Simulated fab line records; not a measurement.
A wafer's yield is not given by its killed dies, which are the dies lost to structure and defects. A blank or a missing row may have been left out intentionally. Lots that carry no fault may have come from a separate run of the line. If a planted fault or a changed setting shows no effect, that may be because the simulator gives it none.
A struck lot beside a sound one | flow sky130 | 15 steps out of a route of 708
Sound: these wafers, L587.1, L587.2, L587.3. Wafers struck: L603.3, L603.4, L603.6. Last of all comes the cause.
For every step that has rows: the tool of each side, followed by ch and its chambers, followed by its first start. Under that, the readings that differ: sound wafers | struck wafers | difference of the means | sigmas: that difference in standard deviations of wafers without a fault.
alike: same words and numbers on both sides, and readings whose means sit less than 2 such deviations apart. not compared: any withheld reading, any reading some wafer has no value for, any bound like >300 that may hide the same value, and any number with overlapping values for which the record gives no deviation.
The two part at a step that has a row with sigmas, a row that says differs or no value, or rows on one side only. When numbers do not overlap yet have no deviation, they are printed without sigmas and do not part them. A reading missing from all wafers of one side parts the sides only when that side holds two or more wafers.

SKY_GATE_OXIDE_OVL_MEAS_10:
  struck on overlay-01, day 20 06:00; sound on overlay-02, day 14 07:36
  alike: GATE_OXIDE_OVL
then, 2 steps without rows for these wafers: SKY_GATE_OXIDE_IMPLANT_11; SKY_GATE_OXIDE_WET_ETCH_12 (etches SiO2 in dHF, target depth 16.8 nm, time 336 s).
SKY_GATE_OXIDE_STRIP_13: strips in O2/N2.
  sound on plasma asher-02 ch 0,1, day 14 07:53; struck on plasma asher-02 ch 0,1, day 20 06:19
  reading                      | sound             | struck            | difference | sigmas
  strip time to endpoint s (s) | 14.22 14.24 14.20 | 14.10 14.13 14.13 | -0.10      | -3
  alike: drypump motor current A, oes product au
  not compared: rf hours counter h
SKY_GATE_OXIDE_TW_MEAS_14:
  struck on film metro-01, day 20 06:23; sound on film metro-01, day 14 07:59
  alike: GATE_OXIDE_TW
then, 3 steps without rows for these wafers: SKY_GATE_OXIDE_CLEAN_15 (cleans in SC1/SC2, time 150 s); SKY_GATE_OXIDE_OXIDATION_16 (stabilise 600 s, purge 300 s, target thk 3.57 nm); SKY_POLY_GATE_CVD_00 (deposits poly-Si, target thk 180 nm, time 720 s).
SKY_POLY_GATE_THK_MEAS_01:
  struck on film metro-04, day 20 10:56; sound on film metro-02, day 14 12:05
  alike: POLY_GATE_CVD_00_THK
then, 3 steps without rows for these wafers: SKY_RES_PROTECT_DEHYDRATE_00 (time 60 s); SKY_RES_PROTECT_HMDS_01 (prime time 60 s); SKY_RES_PROTECT_COAT_02 (resist thk 1140 nm).
SKY_RES_PROTECT_SOFTBAKE_03: time 60 s.
  sound on litho track-01 ch 0, day 15 00:54; struck on litho track-01 ch 0, day 21 01:57
  reading                  | sound             | struck            | difference | sigmas
  heater power total W (W) | 55.59 55.60 55.63 | 57.61 57.62 57.62 | +2.01      | +38
  run length s (s)         | 89.13 89.07 89.00 | 83.37 83.32 83.24 | -5.76      | -26
then, 1 step without rows for these wafers: SKY_RES_PROTECT_EXPOSE_04 (exposes mask RPM, target cd 1270 nm).
-- here the record skips 29 days between the struck wafers' starts before and after, leaving off in module RES_PROTECT and picking up in module PAD_OPEN (first step shown: number 708 of the route) --
SKY_PAD_OPEN_PROBE_99:
  struck on prober-02, day 50 00:47; sound on prober-02, day 46 01:42
  alike: killed_at_M0_to_M3, killed_at_M4_up, killed at contacts, killed at front end, killed at other, killed dies, killed open, killed short

WHERE THEY PART
First at SKY_GATE_OXIDE_STRIP_13; last, within this record, at SKY_RES_PROTECT_SOFTBAKE_03. Later steps at which nothing parts them and some readings are alike: SKY_PAD_OPEN_PROBE_99.

WHY: the cause the simulator had injected
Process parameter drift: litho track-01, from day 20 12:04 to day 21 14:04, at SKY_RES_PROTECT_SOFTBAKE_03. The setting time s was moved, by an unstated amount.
